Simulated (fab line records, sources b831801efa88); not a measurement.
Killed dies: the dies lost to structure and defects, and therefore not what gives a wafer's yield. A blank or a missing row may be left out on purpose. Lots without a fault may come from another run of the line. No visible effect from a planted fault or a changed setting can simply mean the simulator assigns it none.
A struck lot beside a sound one || flow gf180mcu || 14 steps out of a route of 602
Sound: the wafers L368.2, L368.4, L368.5. Struck: wafer L379.5. (L379.2 of the same lot was not struck and is left out.) The cause comes at the end.
At each step with rows: each side's tool, then ch and its chambers, then its first start. Under that, the readings that differ: sound wafers || struck wafers || difference of the means || sigmas: that difference in standard deviations of wafers without a fault.
alike: readings with means less than 2 such deviations apart, plus words and numbers identical on both sides. not compared: withheld readings, readings lacking a value on some wafer, bounds such as >300 that could conceal the same value, and numbers that have no deviation in the record and whose values overlap.
Wherever a step has rows on one side only, a row that says differs or no value, or a row with sigmas, the two part there. Numbers that don't overlap but have no deviation are shown without sigmas and don't part them. A reading missing from all wafers of one side parts the sides only when that side holds two or more wafers.

first, 5 steps without rows for these wafers: GF_V1_STRIP_18 (strips in O2/N2); GF_V1_STRIP_19 (strips in post etch residue remover, time 1200 s); GF_V1_CLEAN_20 (cleans in DIW); GF_V1_SPUTTER_21 (material Ti, target thk 15 nm, time 80.02 s); GF_V1_SPUTTER_22 (material TiN, target thk 10 nm, time 40 s).
GF_V1_CVD_23: deposits W, target thk 350 nm, time 105.05 s.
  sound on cvd-w-02 ch 0,1, day 18 14:30; struck on cvd-w-01 ch 1, day 22 11:47
  alike: heater-power-outer-w, heater-power-w
  not compared: since-wet-clean-h
GF_V1_RS_MEAS_24: a four-point-probe measurement.
  sound: film-metro-02 at day 18 14:38; struck: film-metro-01 at day 22 11:56
  alike: V1_W_RS
GF_V1_THK_MEAS_25: measures by xrf.
  sound: film-metro-02 at day 18 14:44; struck: film-metro-01 at day 22 12:02
  alike: V1_W_THK
then, 1 step without rows for these wafers: GF_V1_CMP_26 (polishes, stops on SiO2, t overpolish 15 s, target thk 0 nm).
GF_M2_SPUTTER_00: material Ti, target thk 37.5 nm, time 150 s.
  sound: pvd-sputter-01 at day 18 15:05; struck: pvd-sputter-04 at day 22 12:23
  alike: throttle-valve-pct
GF_M2_SPUTTER_01: material TiN, target thk 30 nm, time 25 s.
  sound: pvd-sputter-01 at day 18 15:11; struck: pvd-sputter-04 at day 22 12:29
  alike: throttle-valve-pct
GF_M2_SPUTTER_02: material AlCu, target thk 450 nm, time 23.9 s.
  sound: pvd-sputter-01 at day 18 15:13; struck: pvd-sputter-04 at day 22 12:31
  alike: throttle-valve-pct
GF_M2_SPUTTER_03: material Ti, target thk 10 nm, time 6.7 s.
  sound: pvd-sputter-01 at day 18 15:15; struck: pvd-sputter-04 at day 22 12:33
{"reading": "model.Ti_of_M2_SPUTTER_03.thk-nm (nm)", "sound": "10.04 10.22 10.07", "struck": 7.369, "difference": -2.741, "sigmas": ""}
  alike: throttle-valve-pct
GF_M2_SPUTTER_04: material TiN, target thk 50 nm, time 41.7 s.
  sound: pvd-sputter-01 at day 18 15:16; struck: pvd-sputter-04 at day 22 12:34
  alike: throttle-valve-pct

== WHERE THEY PART ==
Nowhere in this record.

WHY: what the simulator had put in
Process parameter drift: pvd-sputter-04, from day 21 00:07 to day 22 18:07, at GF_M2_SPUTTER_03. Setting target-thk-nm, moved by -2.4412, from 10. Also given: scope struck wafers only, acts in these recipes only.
